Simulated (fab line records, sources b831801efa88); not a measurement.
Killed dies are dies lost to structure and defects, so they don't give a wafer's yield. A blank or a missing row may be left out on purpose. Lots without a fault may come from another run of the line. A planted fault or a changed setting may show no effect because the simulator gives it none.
fab line records | flow sfq_line | part 2 of 2: steps 23 to 31 of 31
record lots=5 wafers=15 last_day=87
route steps=325 shown I5@235 C5@240 M6@251 I6@266
lots that met no fault: from a run of the same line without faults
start_h: hours from the record's first day to the start of the lot's first wafer shown | wait_h: hours since the lot's step before | " the same as in the row above | L1.1+2: a row that stands for several wafers | - no value, or no start given | * or withheld: withheld | < > ~ a bound
route shown NAME@n: a module of which the file shows steps, and the number in the route of the first | usual: mean/standard deviation of fault-free wafers | same: alike in all rows | chamber/n: place in a boat | sites: the reading at each site | _std_site: their standard deviation | _edge_site: outer sites' mean less inner sites' | radius_mm: how far each site lies from the wafer's centre | mask NAME#n: copy n | behind: the tool/chamber that last shaped the wafer | hold: why the lot was held/for how many hours/how that ended | device: the transistor (n, p or np) that didn't switch | end of line: the same wafers' tests at the end of the route | a step without rows: its recipe alone | killed: dies lost to structure and defects at the first sort, not the wafer's yield | map: a wafer's dies, x killed, . not, _ none there
set.NAME: the setting as run; set.NAME@STEP: as run at that earlier step | model.NAME: the simulator's own value behind a step, which no gauge read
lots at some steps of the route; a table a step, a row a wafer
services: from which hour (start_h, from the record's first day; less than 0 if before it) a tool's chamber was out of use, for how many hours, and why
## steps
# step SFQ_TRILAYER_M6_LITHO_EXPOSE_160
# recipe mask_id=M6 na=0.6 source_shape=conventional sigma_outer=0.65 target_cd_nm=500 dose_mj=14.4
# usual exposure_dose_mJ_cm2=14.398/0.012
# same sigma_outer=0.65
# columns lot.wafer tool chamber start_h wait_h mask exposure_dose_mJ_cm2
L075.2 krf_scanner-01 0 1561.05 - M6#0 14.399
L075.5 " 0 " " M6#0 14.409
L075.6 " 0 " " M6#0 14.416
L080.1 krf_scanner-01 0 1799.38 - M6#0 14.398
L080.3 " 0 " " M6#0 14.381
L080.5 " 0 " " M6#0 14.382
L085.2 krf_scanner-01 0 1915.37 - M6#0 14.388
L085.4 " 0 " " M6#0 14.393
L085.5 " 0 " " M6#0 14.398
L087.1 krf_scanner-01 0 1922.37 - M6#0 14.410
L087.2 " 0 " " M6#0 14.408
L087.5 " 0 " " M6#0 14.406
L096.2 krf_scanner-02 0 1957.81 - M6#0 14.395
L096.4 " 0 " " M6#0 14.405
L096.5 " 0 " " M6#0 14.423
# step SFQ_TRILAYER_M6_LITHO_PEB_162
# recipe peb_temp_c=115 peb_time_s=60 resist=KrF
# usual plate_temp_C=114.98/0.13 resist_line_temp_C=23.03/0.1
# columns lot.wafer tool chamber start_h wait_h plate_temp_C resist_line_temp_C
L075.2 litho_track-04 0 1562.07 0.8 115.00 23.20
L075.5 " 0 " " 115.15 22.98
L075.6 " 0 " " 114.95 23.07
L080.1 litho_track-03 0 1800.58 1.0 115.08 23.15
L080.3 " 0 " " 115.08 23.03
L080.5 " 0 " " 115.13 22.89
L085.2 litho_track-04 0 1916.39 0.8 115.30 23.11
L085.4 " 0 " " 115.09 23.09
L085.5 " 0 " " 114.99 23.00
L087.1 litho_track-03 0 1923.57 1.0 114.89 23.09
L087.2 " 0 " " 114.97 22.89
L087.5 " 0 " " 115.10 23.00
L096.2 litho_track-03 0 1958.83 0.8 115.00 23.00
L096.4 " 0 " " 115.07 22.90
L096.5 " 0 " " 115.02 22.79
# step SFQ_TRILAYER_M6_LITHO_DEVELOP_161
# recipe time_s=60 resist=KrF
# usual resist_line_temp_C=23.00/0.11
# columns lot.wafer tool chamber start_h wait_h resist_line_temp_C
L075.2 litho_track-04 0 1562.22 0.1 23.03
L075.5 " 0 " " 23.07
L075.6 " 0 " " 22.99
L080.1 litho_track-03 0 1800.73 0.1 23.09
L080.3 " 0 " " 23.04
L080.5 " 0 " " 23.05
L085.2 litho_track-04 0 1916.54 0.1 22.76
L085.4 " 0 " " 22.78
L085.5 " 0 " " 22.87
L087.1 litho_track-03 0 1923.72 0.1 23.13
L087.2 " 0 " " 22.99
L087.5 " 0 " " 22.94
L096.2 litho_track-03 0 1958.98 0.1 22.71
L096.4 " 0 " " 22.66
L096.5 " 0 " " 22.82
# step SFQ_M6_OVL_MEAS_940
# usual M6_OVL=-2/5.6
# columns lot.wafer tool chamber start_h wait_h M6_OVL[nm]
L075.2 overlay-02 - 1562.36 0.1 9
L075.5 " - " " 3
L075.6 " - " " 0
L080.1 overlay-01 - 1800.88 0.1 -8
L080.3 " - " " -9
L080.5 " - " " -6
L085.2 overlay-01 - 1916.67 0.1 1
L085.4 " - " " -7
L085.5 " - " " -1
L087.1 overlay-02 - 1923.87 0.1 -12
L087.2 " - " " -4
L087.5 " - " " -2
L096.2 overlay-01 - 1959.12 0.1 -2
L096.4 " - " " 1
L096.5 " - " " -2
# step SFQ_TRILAYER_M6_BARC_OPEN_METAL_ETCH_206
# recipe mask_material=PR chemistry=O2 target_depth_nm=125 target=BARC icp_w=600 bias_w=80 pressure_mtorr=10 time_s=41.7
# usual drypump_motor_current_A=5.9/0.37 oes_product_au=0.685/0.0052 rf_fwd_power_W=593.5/2.6
# columns lot.wafer tool chamber start_h wait_h drypump_motor_current_A oes_product_au rf_fwd_power_W rf_hours_counter_h
L075.2 rie_metal-01 1 1562.39 0.0 6.3 0.691 591.5 67
L075.5 " 0 " " 6.1 0.684 592.5 -
L075.6 " 1 " " 6.3 0.682 593.9 -
L080.1 rie_metal-03 1 1800.95 0.1 6.0 0.687 595.4 107
L080.3 " 0 " " 5.9 0.689 595.3 -
L080.5 " 1 " " 6.0 0.679 596.0 -
L085.2 rie_metal-04 1 1916.72 0.0 5.8 0.701 593.3 -
L085.4 " 1 " " 5.8 0.687 594.4 -
L085.5 " 1 " " 5.8 0.682 595.0 -
L087.1 rie_metal-01 1 1923.90 0.0 6.3 0.686 593.2 119
L087.2 " 0 " " 6.1 0.681 592.2 78
L087.5 " 1 " " 6.3 0.683 593.2 -
L096.2 rie_metal-04 0 1959.17 0.0 5.0 0.688 594.7 -
L096.4 " 0 " " 5.0 0.678 591.7 -
L096.5 " 0 " " 5.0 0.686 592.9 -
# step SFQ_TRILAYER_M6_ETCH_METAL_ETCH_162
# recipe target=Nb stop_on=SiO2 mask_material=PR chemistry=Cl2/Ar target_depth_nm=240 icp_w=600 bias_w=80 pressure_mtorr=10 time_s=120
# usual drypump_motor_current_A=5.9/0.37 oes_product_au=0.895/0.0083 rf_fwd_power_W=597.2/2
# columns lot.wafer tool chamber start_h wait_h drypump_motor_current_A oes_product_au rf_fwd_power_W rf_hours_counter_h
L075.2 rie_metal-01 1 1562.45 0.0 6.3 0.892 597.1 67
L075.5 " 0 " " 6.1 0.892 597.0 -
L075.6 " 1 " " 6.3 0.901 597.4 -
L080.1 rie_metal-03 1 1801.01 0.0 6.0 0.886 592.7 107
L080.3 " 0 " " 5.9 0.899 596.7 -
L080.5 " 1 " " 5.9 0.892 595.6 -
L085.2 rie_metal-04 1 1916.86 0.1 5.8 0.888 599.1 -
L085.4 " 1 " " 5.8 0.901 598.0 -
L085.5 " 1 " " 5.8 0.890 599.5 -
L087.1 rie_metal-01 1 1923.96 0.0 6.3 0.902 598.5 119
L087.2 " 0 " " 6.2 0.889 596.7 78
L087.5 " 1 " " 6.3 0.897 600.0 -
L096.2 rie_metal-04 0 1959.31 0.1 5.0 0.905 597.8 -
L096.4 " 0 " " 5.0 0.889 597.6 -
L096.5 " 0 " " 5.0 0.888 597.3 -
# step SFQ_TRILAYER_M6_STRIP_STRIP_163
# recipe gas=O2 power_w=200 platen_temp_c=40 overash_fraction=0.65 chemistry=O2 pressure_mtorr=50
# usual drypump_motor_current_A=5.9/0.36 oes_product_au=0.999/0.017
# columns lot.wafer tool chamber start_h wait_h drypump_motor_current_A oes_product_au rf_hours_counter_h
L075.2 rie_metal-01 1 1562.57 0.1 6.3 0.983 67
L075.5 " 0 " " 6.1 1.020 -
L075.6 " 1 " " 6.3 0.990 -
L080.1 rie_metal-03 1 1801.14 0.1 5.9 0.996 107
L080.3 " 0 " " 5.9 0.977 -
L080.5 " 1 " " 6.0 0.994 -
L085.2 rie_metal-04 1 1917.27 0.4 5.8 1.008 -
L085.4 " 1 " " 5.8 1.008 -
L085.5 " 1 " " 5.8 1.018 -
L087.1 rie_metal-01 1 1924.09 0.1 6.3 0.998 119
L087.2 " 0 " " 6.0 1.022 78
L087.5 " 1 " " 6.3 0.989 -
L096.2 rie_metal-04 0 1959.72 0.4 5.0 0.990 -
L096.4 " 0 " " 5.0 0.987 -
L096.5 " 0 " " 5.0 1.000 -
# step SFQ_TRILAYER_M6_STRIP_SOLV_CLEAN_164
# recipe chemistry=NMP temp_c=70 time_s=600
# columns lot.wafer tool chamber start_h wait_h
L075.2+5+6 wet_bench-04 6,7,1 1563.17 0.4
L080.1+3+5 wet_bench-01 4,6,2 1801.74 0.4
L085.2+4+5 wet_bench-01 1,7,0 1918.27 0.8
L087.1+2+5 wet_bench-02 5,1,0 1924.69 0.4
L096.2+4+5 wet_bench-04 3,4,5 1960.72 0.8
# step SFQ_TRILAYER_I6_DEP_PECVD_165
# recipe material=SiO2 temp_c=150 time_s=111.11 pressure_torr=2.4 rf_w=183.3 precursor=SiH4/N2O target_thk_nm=500
# usual heater_power_w=90/18 rf_fwd_power_W=182.3/0.67 throttle_valve_pct=24.5/1.1
# columns lot.wafer tool chamber start_h wait_h heater_power_w rf_fwd_power_W throttle_valve_pct
L075.2 pecvd-04 0 1563.35 0.0 92 182.5 25.3
L075.5 " 1 " " 94 182.1 25.9
L075.6 " 0 " " 77 182.9 25.5
L080.1 pecvd-03 1 1801.91 0.0 118 182.3 26.0
L080.3 " 2 " " 115 183.5 25.6
L080.5 " 0 " " 85 182.3 24.4
L085.2 pecvd-03 1 1918.45 0.0 122 181.8 26.2
L085.4 " 1 " " 128 182.0 26.2
L085.5 " 2 " " 113 182.1 25.7
L087.1 pecvd-04 2 1924.86 0.0 73 182.6 23.9
L087.2 " 0 " " 79 182.1 23.0
L087.5 " 0 " " 88 182.2 23.1
L096.2 pecvd-04 0 1960.89 0.0 83 181.6 23.4
L096.4 " 0 " " 88 182.0 23.1
L096.5 " 2 " " 66 182.9 23.9
## services
# columns tool chamber start_h hours kind
krf_scanner-01 - 1439.98 0.8 pm
krf_scanner-01 - 1441.93 0.8 pm
rie_diel-03 - 1448.79 0.2 repair
krf_scanner-01 - 1475.30 1.3 pm
rie_diel-03 3 1490.79 1.6 repair
rie_diel-03 2 1503.37 3.5 repair
rie_metal-01 0 1537.97 5.5 repair
krf_scanner-01 - 1542.60 4.0 pm
rie_diel-03 - 1562.79 0.9 repair
rie_diel-03 - 1587.88 4.3 pm
rie_metal-01 - 1594.38 0.6 repair
rie_diel-03 1 1620.14 2.1 repair
rie_metal-01 - 1689.12 0.3 repair
rie_diel-03 1 1771.98 2.5 repair
rie_metal-04 1 1777.14 2.5 repair
pvd_sputter-06 - 1781.39 1.0 repair
rie_metal-04 0 1787.55 15.9 repair
rie_diel-03 - 1791.39 1.0 repair
rie_metal-01 - 1795.53 2.8 pm
rie_diel-03 1 1851.09 11.9 repair
rie_metal-04 - 1895.26 4.0 pm
rie_diel-03 - 1911.03 2.8 pm
rie_metal-04 0 1914.14 24.2 repair
rie_metal-01 1 1949.78 1.0 repair
